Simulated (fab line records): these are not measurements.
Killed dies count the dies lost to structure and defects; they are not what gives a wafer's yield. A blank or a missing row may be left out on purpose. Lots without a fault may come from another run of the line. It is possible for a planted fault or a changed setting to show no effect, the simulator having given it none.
A struck lot beside a sound one    flow sky130    14 steps out of a route of 708
Sound: wafers L492.3, L492.4, L492.6. Wafers struck: L503.1, L503.2, L503.5. At the end, the cause is stated.
Order at every step that has rows: each side's tool, ch and its chambers, its first start. Under that, the readings that differ: sound wafers    struck wafers    difference of the means    sigmas: that difference in standard deviations of wafers without a fault.
alike: readings with means less than 2 such deviations apart, plus words and numbers identical on both sides. not compared: withheld readings, readings lacking a value on some wafer, bounds such as >300 that could conceal the same value, and numbers that have no deviation in the record and whose values overlap.
The two part at a step that has a row with sigmas, a row that says differs or no value, or rows on one side only. Numbers that have no deviation but don't overlap get no sigmas and don't part them. A reading that every wafer of one side lacks parts them only if that side has two wafers or more.

first, 1 step without rows for these wafers: SKY_CAP2M_DEVELOP_11 (develop time 60 s).
SKY_CAP2M_OVL_MEAS_12:
  sound on overlay-02, day 43 13:46; struck on overlay-02, day 45 13:47
  alike: CAP2M_OVL
SKY_CAP2M_METAL_ETCH_13: etches TiN in Cl2/BCl3, stops on SiO2, target depth 220 nm, time 62.9 s.
  sound on rie metal-01 ch 0,1, day 43 13:49; struck on rie metal-03 ch 0,1, day 45 13:49
  alike: drypump motor current A, oes product au, throttle valve pct
  not compared: rf hours counter h
SKY_CAP2M_STRIP_14: strips in O2/N2.
  sound on plasma asher-01 ch 0,1, day 43 13:54; struck on plasma asher-02 ch 0,1, day 45 13:54
  alike: drypump motor current A, oes product au, strip time to endpoint s
  not compared: rf hours counter h
then, 8 steps without rows for these wafers: SKY_CAP2M_STRIP_15 (strips in post etch residue remover, time 1200 s); SKY_CAP2M_CLEAN_16 (cleans in IPA, time 180 s); SKY_CAP2M_CLEAN_17 (cleans in O3/DIW); SKY_METAL4_DEHYDRATE_05 (time 60 s); SKY_METAL4_HMDS_06 (prime time 60 s); SKY_METAL4_COAT_07 (resist thk 60 nm); SKY_METAL4_COAT_08 (resist thk 1140 nm); SKY_METAL4_SOFTBAKE_09 (time 90 s).
SKY_METAL4_EXPOSE_10: exposes mask MM4, target cd 300 nm.
  sound on krf scanner-02 ch 0, day 44 02:22; struck on krf scanner-01, day 46 01:10
  no value came back on the struck wafers for exposure dose mJ cm2, focus offset nm (nm); on the sound wafers exposure dose mJ cm2 reads 27.96 27.93 27.93
  alike: mask
following that, these wafers have no rows for 1 step: SKY_METAL4_PEB_11.

WHERE THEY PART
SKY_METAL4_EXPOSE_10 only, going by this record.

WHY: what had been put in by the simulator
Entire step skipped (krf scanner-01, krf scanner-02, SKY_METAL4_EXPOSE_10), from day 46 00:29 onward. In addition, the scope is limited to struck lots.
